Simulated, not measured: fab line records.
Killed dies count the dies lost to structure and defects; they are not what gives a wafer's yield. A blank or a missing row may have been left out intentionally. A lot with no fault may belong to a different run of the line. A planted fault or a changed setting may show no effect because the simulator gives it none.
Struck lot and sound lot, side by side	flow sky130	15 out of 708 route steps
Sound: the wafers L505.3, L505.4, L505.5. Struck: wafer L513.6 (L513.4, L513.5, from the same lot, were not struck and are left out); the cause is given at the end.
At each step with rows: each side's tool, then ch and its chambers, then its first start. Under that, the readings that differ: sound wafers	struck wafers	difference of the means	sigmas: that difference in standard deviations of wafers without a fault.
alike: words and numbers the same on both sides, and readings whose means are apart by under 2 such deviations; not compared: readings that were withheld, readings missing a value for some wafer, numbers with overlapping values and no deviation given by the record, and bounds like >300 which may hide the same value.
The two part at a step that has a row with sigmas, a row that says differs or no value, or rows on one side only. Numbers that don't overlap but have no deviation are shown without sigmas and don't part them. A reading missing from all wafers of one side parts the sides only when that side holds two or more wafers.

SKY_METAL2_THK_MEAS_06: measures by xrf.
  sound on film_metro-03 at day 36 19:16; struck on film_metro-01 at day 39 03:07
  alike: METAL2_ALCU_THK
then, 8 steps without rows for these wafers: SKY_METAL2_DEHYDRATE_07 (time 60 s); SKY_METAL2_HMDS_08 (prime time 60 s); SKY_METAL2_COAT_09 (resist thk 60 nm); SKY_METAL2_COAT_10 (resist thk 450 nm); SKY_METAL2_SOFTBAKE_11 (time 90 s); SKY_METAL2_EXPOSE_12 (exposes mask MM2, target cd 140 nm); SKY_METAL2_PEB_13; SKY_METAL2_DEVELOP_14 (develop time 60 s).
SKY_METAL2_CD_MEAS_15: the cd target is 140 nm.
  sound on cd_sem-02 at day 37 20:59; struck on cd_sem-01 at day 40 03:32
reading	sound	struck	difference	sigmas
cd_nm (nm)	142.3 143.4 142.1	136.2	-6.4	-4
SKY_METAL2_OVL_MEAS_16:
  sound on overlay-02 at day 37 21:04; struck on overlay-01 at day 40 03:37
reading	sound	struck	difference	sigmas
METAL2_OVL (nm)	-4 -5 -4	7	+11	+2
SKY_METAL2_DESCUM_17: chemistry O2, time 8 s.
  sound on rie_metal-01 ch 0, day 37 21:07; struck on rie_metal-02 ch 1, day 40 03:38
reading	sound	struck	difference	sigmas
oes_product_au (a.u.)	0.984 0.982 0.986	1.006	+0.022	+3
  alike: drypump_motor_current_A, temp_c
  not compared: rf_hours_counter_h
SKY_METAL2_ETCH_18: etches BARC in N2/H2, stops on SiO2, time 45.9 s, target depth 60 nm.
  sound on rie_metal-01 ch 0, day 37 21:12; struck on rie_metal-02 ch 1, day 40 03:41
reading	sound	struck	difference	sigmas
model.KrF-thick_of_METAL2_COAT_10.thk_nm (nm)	393.6 395.5 393.5	396.8	+2.6	
  alike: drypump_motor_current_A, h2_flow_sccm, oes_product_au, throttle_valve_pct
  not compared: rf_hours_counter_h
SKY_METAL2_METAL_ETCH_19: etches the open film in Cl2/BCl3, stops on SiO2, target depth 360 nm, time 78 s.
  sound on rie_metal-01 ch 0, day 37 21:21; struck on rie_metal-02 ch 1, day 40 03:45
  alike: bcl3_flow_sccm, drypump_motor_current_A, oes_product_au, throttle_valve_pct
  not compared: rf_hours_counter_h
-- the record jumps here: 9 days lie between the struck wafers' starts before and after (it left off in module METAL2 and takes up again in module PAD_OPEN, whose first step shown is number 708 of the route) --
SKY_PAD_OPEN_PROBE_99:
  rows exist in the record for the struck wafers here (prober-02, day 49 15:28), but not for the sound ones

## WHERE THEY PART
Earliest at SKY_METAL2_CD_MEAS_15; latest, in this record, at SKY_PAD_OPEN_PROBE_99.

WHY: what the simulator had put in
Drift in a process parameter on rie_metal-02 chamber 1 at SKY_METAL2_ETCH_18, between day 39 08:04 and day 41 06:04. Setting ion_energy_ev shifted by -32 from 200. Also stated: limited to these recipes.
